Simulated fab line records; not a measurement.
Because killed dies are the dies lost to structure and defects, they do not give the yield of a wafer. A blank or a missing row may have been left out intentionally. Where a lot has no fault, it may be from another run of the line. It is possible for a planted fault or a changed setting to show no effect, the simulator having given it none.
Which of the tools did it? ; flow sky130 ; 10 lots, 30 wafers sampled, at 3 steps of a route of 708

WHAT EACH GAUGE READ, for each wafer
SKY_LDD_HVN_OVL_MEAS_07.
lot;measured;on;LDD_HVN_OVL (nm)
L779;day 21 03:23;overlay-01;-0.4 -0.5 -1.4
L780;day 21 04:20;overlay-01;-3.2 -4.0 -3.0
L783;day 22 17:43;overlay-02;-2.0 -1.6 -0.5
L784;day 22 22:16;overlay-02;0.7 -0.8 -1.1
L787;day 23 08:11;overlay-02;-2.5 -1.7 -1.9
L786;day 23 11:50;overlay-02;-0.5 -2.1 -3.7
L788;day 23 17:47;overlay-02;1.5 2.0 2.2
L799;day 27 16:55;overlay-01;0.2 -1.8 0.7
L800;day 28 04:16;overlay-02;-0.2 -0.6 0.1
L801;day 28 08:10;overlay-02;-1.2 1.2 0.3

SKY_LDD_LDN_TW_MEAS_13.
lot;measured;on;LDD_LDN_TW
L779;day 23 16:57;film metro-03;1501 1494 1495
L780;day 23 17:10;film metro-02;1488 1482 1478
L783;day 25 05:49;film metro-02;1491 1491 1486
L784;day 25 10:20;film metro-03;1505 1490 1492
L787;day 25 20:31;film metro-02;1482 1488 1496
L786;day 26 00:07;film metro-04;1475 1475 1473
L788;day 26 04:52;film metro-03;1504 1500 1494
L799;day 30 03:02;film metro-02;1489 1492 1493
L800;day 30 11:37;film metro-02;1482 1492 1485
L801;day 30 17:22;film metro-03;1496 1508 1502

TOOL THAT RAN EACH LOT (tool first, then ch and the chambers of the sampled wafers, then the start)
lot;SKY_LDD_HVN_STRIP_09
L779;plasma asher-01 ch 0,1, day 21 03:34
L780;plasma asher-02 ch 0,1, day 21 04:31
L783;plasma asher-01 ch 0,1, day 22 17:54
L784;plasma asher-02 ch 0,1, day 22 22:27
L787;plasma asher-01 ch 0,1, day 23 08:22
L786;plasma asher-03 ch 0,1, day 23 12:01
L788;plasma asher-01 ch 0,1, day 23 18:00
L799;plasma asher-02 ch 0,1, day 27 17:06
L800;plasma asher-01 ch 0, day 28 04:27
L801;plasma asher-01 ch 0,1, day 28 08:21
- SKY_LDD_HVN_STRIP_09: strips in O2/N2.

WHAT THE TOOLS THEMSELVES READ (means of the sampled wafers that have a number; where no wafer has one, the mark that the record gives instead)
SKY_LDD_HVN_STRIP_09.
lot;tool;drypump motor current A (A);o2 flow sccm (sccm);oes product au (a.u.);strip time to endpoint s (s)
L779;plasma asher-01;5.31;2999;0.406;4.133
L780;plasma asher-02;5.65;2995;0.406;4.154
L783;plasma asher-01;5.52;3000;0.409;4.139
L784;plasma asher-02;5.66;3005;0.408;4.162
L787;plasma asher-01;5.50;2994;0.408;4.161
L786;plasma asher-03;5.70;2997;0.410;4.146
L788;plasma asher-01;5.50;3003;0.409;4.147
L799;plasma asher-02;5.66;2995;0.412;4.160
L800;plasma asher-01;5.71;3007;0.407;4.114
L801;plasma asher-01;5.31;2999;0.410;4.167

THE ANSWER, worked out from the rows above alone
Rule: usual is defined by the lots themselves. Put in order of their means at a reading, lots are off if they are a third of the lots or fewer, leave a main group of 4 or more, and stand apart from it by a gap of 3 or more times the standard deviation of the main group's means; of several such gaps the widest counts. Not used: any main group whose means are identical at the precision the tables above print for the reading. Also off: a lot with no number at a reading for which 4 or more lots have one. Any other lot the step has rows for is counted as sound. Order of review: gauges by route order, followed by the tools' own readings, for which a lot's mean as printed above is used. The first step at which some lot is off is used, and at that step the reading that is off furthest; a lot without a number counts as furthest.
No lot is off at any reading shown: from this, nothing can be told.

WHAT THE SIMULATOR PUT IN
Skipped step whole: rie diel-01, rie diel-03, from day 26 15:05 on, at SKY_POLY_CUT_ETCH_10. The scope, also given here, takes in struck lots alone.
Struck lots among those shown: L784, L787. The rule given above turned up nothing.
